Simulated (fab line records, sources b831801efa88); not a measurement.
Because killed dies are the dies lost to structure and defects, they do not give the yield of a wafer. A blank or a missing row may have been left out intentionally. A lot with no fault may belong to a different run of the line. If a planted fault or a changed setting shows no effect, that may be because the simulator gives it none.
Which of the tools did it? -- flow sky130 -- 13 lots, 39 wafers sampled, at 4 steps of a route of 708

== WHAT THE GAUGES SHOWED, per wafer ==
SKY_LI_CONTACT_THK_MEAS_23: measures by xrf.
lot,measured,on,LI_CONTACT_W_THK (nm)
L711,day 28 23:41,film metro-04,414 411 416
L712,day 29 13:17,film metro-01,407 405 410
L714,day 29 21:27,film metro-01,404 394 401
L716,day 30 17:51,film metro-02,409 403 405
L723,day 33 21:03,film metro-04,396 398 394
L724,day 34 01:17,film metro-01,404 410 404
L725,day 34 12:00,film metro-01,409 408 408
L726,day 34 17:14,film metro-04,406 400 400
L729,day 35 00:05,film metro-02,408 407 407
L730,day 35 05:50,film metro-02,412 411 407
L731,day 35 16:14,film metro-02,404 412 401
L732,day 36 01:11,film metro-01,398 411 408
L733,day 36 07:14,film metro-02,416 412 411

SKY_LOCAL_INTERCONNECT_THK_MEAS_02: measures by xrf.
lot,measured,on,LOCAL_INTERCONNECT_TIN_THK (nm)
L711,day 29 00:13,film metro-02,95.1 95.2 95.1
L712,day 29 13:50,film metro-02,96.1 94.2 95.6
L714,day 29 21:59,film metro-02,98.2 98.7 96.6
L716,day 30 18:23,film metro-02,94.5 96.8 94.9
L723,day 33 21:35,film metro-02,96.3 96.5 94.5
L724,day 34 01:50,film metro-01,98.5 99.4 98.8
L725,day 34 12:32,film metro-02,95.8 96.5 96.0
L726,day 34 17:46,film metro-01,97.1 97.9 97.7
L729,day 35 00:38,film metro-03,96.9 96.6 97.0
L730,day 35 06:23,film metro-02,96.1 97.1 95.7
L731,day 35 16:46,film metro-01,97.2 99.1 97.9
L732,day 36 01:44,film metro-02,95.8 95.7 95.3
L733,day 36 07:47,film metro-01,97.2 97.1 96.1

== EACH LOT AND THE TOOL THAT RAN IT (in order: tool; ch and the chambers of the sampled wafers; start) ==
lot,SKY_GATE_OXIDE_OXIDATION_01,SKY_POLY_GATE_ETCH_15
L711,"furnace-02 ch 0, day 12 23:26","rie diel-01 ch 0,1, day 16 03:46"
L712,"furnace-02 ch 0, day 13 05:20","rie diel-01 ch 0,1,3, day 16 13:47"
L714,"furnace-02 ch 0, day 13 13:28","rie diel-01 ch 0,1,2, day 17 02:05"
L716,"furnace-02 ch 0, day 14 01:32","rie diel-01 ch 0,2, day 17 19:29"
L723,"furnace-01 ch 0, day 17 07:14","rie diel-01 ch 0,1,3, day 21 08:20"
L724,"furnace-02 ch 0, day 17 09:43","rie diel-04 ch 1,2,3, day 21 15:01"
L725,"furnace-02 ch 0, day 17 18:41","rie diel-03 ch 1,2, day 21 23:22"
L726,"furnace-02 ch 0, day 18 00:32","rie diel-03 ch 0,2, day 22 08:08"
L729,"furnace-02 ch 0, day 18 09:09","rie diel-03 ch 0,2, day 22 14:08"
L730,"furnace-02 ch 0, day 18 16:01","rie diel-03 ch 1,2, day 22 21:50"
L731,"furnace-02 ch 0, day 19 09:53","rie diel-04 ch 0,2,3, day 23 11:49"
L732,"furnace-02 ch 0, day 19 16:52","rie diel-04 ch 0,1,3, day 23 19:16"
L733,"furnace-02 ch 0, day 20 02:13","rie diel-04 ch 1,2, day 24 04:04"
- SKY_GATE_OXIDE_OXIDATION_01: stabilise 600 s, purge 300 s, target thk 10.268 nm.
- SKY_POLY_GATE_ETCH_15: etches BARC in N2/H2, stops on SiO2, time 118.5 s, target depth 110 nm.

== WHAT THE TOOLS THEMSELVES READ (means of the sampled wafers that have a number; where no wafer has one, the mark that the record gives instead) ==
SKY_GATE_OXIDE_OXIDATION_01.
lot,tool,spike tc upper C (C)
L711,furnace-02,901.0
L712,furnace-02,900.9
L714,furnace-02,901.5
L716,furnace-02,901.3
L723,furnace-01,900.3
L724,furnace-02,900.9
L725,furnace-02,900.5
L726,furnace-02,900.5
L729,furnace-02,900.2
L730,furnace-02,901.4
L731,furnace-02,901.0
L732,furnace-02,901.2
L733,furnace-02,901.2

SKY_POLY_GATE_ETCH_15.
lot,tool,drypump motor current A (A),oes product au (a.u.),throttle valve pct (%)
L711,rie diel-01,5.7,0.717,13.213
L712,rie diel-01,5.6,0.725,13.212
L714,rie diel-01,5.7,0.720,13.217
L716,rie diel-01,5.7,0.718,13.206
L723,rie diel-01,5.6,0.718,13.219
L724,rie diel-04,5.9,0.713,13.207
L725,rie diel-03,6.1,0.714,13.217
L726,rie diel-03,5.5,0.719,13.217
L729,rie diel-03,5.5,0.712,13.205
L730,rie diel-03,6.0,0.715,13.217
L731,rie diel-04,6.0,0.719,13.215
L732,rie diel-04,6.0,0.717,13.210
L733,rie diel-04,5.9,0.714,13.213

== THE ANSWER, worked out from the rows above alone ==
Rule: what is usual is taken from the lots themselves. The widest of any qualifying gaps counts: lots, ordered by their means at a reading, are off when they make up no more than a third of the lots, leave a main group of 4 or more, and stand apart from it by 3 or more times the standard deviation of that group's means. A main group is skipped when, at the precision printed for the reading in the tables above, its means are all equal. Also off: a lot with no number at a reading for which 4 or more lots have one. Where the step has rows for the other lots, those lots are counted as sound. Order of review: gauges by route order, followed by the tools' own readings, for which a lot's mean as printed above is used. The first step at which some lot is off is used, and at that step the reading that is off furthest; a lot without a number counts as furthest.
Nothing can be told from this: no lot is off at any reading shown.

== WHAT WAS PUT IN BY THE SIMULATOR ==
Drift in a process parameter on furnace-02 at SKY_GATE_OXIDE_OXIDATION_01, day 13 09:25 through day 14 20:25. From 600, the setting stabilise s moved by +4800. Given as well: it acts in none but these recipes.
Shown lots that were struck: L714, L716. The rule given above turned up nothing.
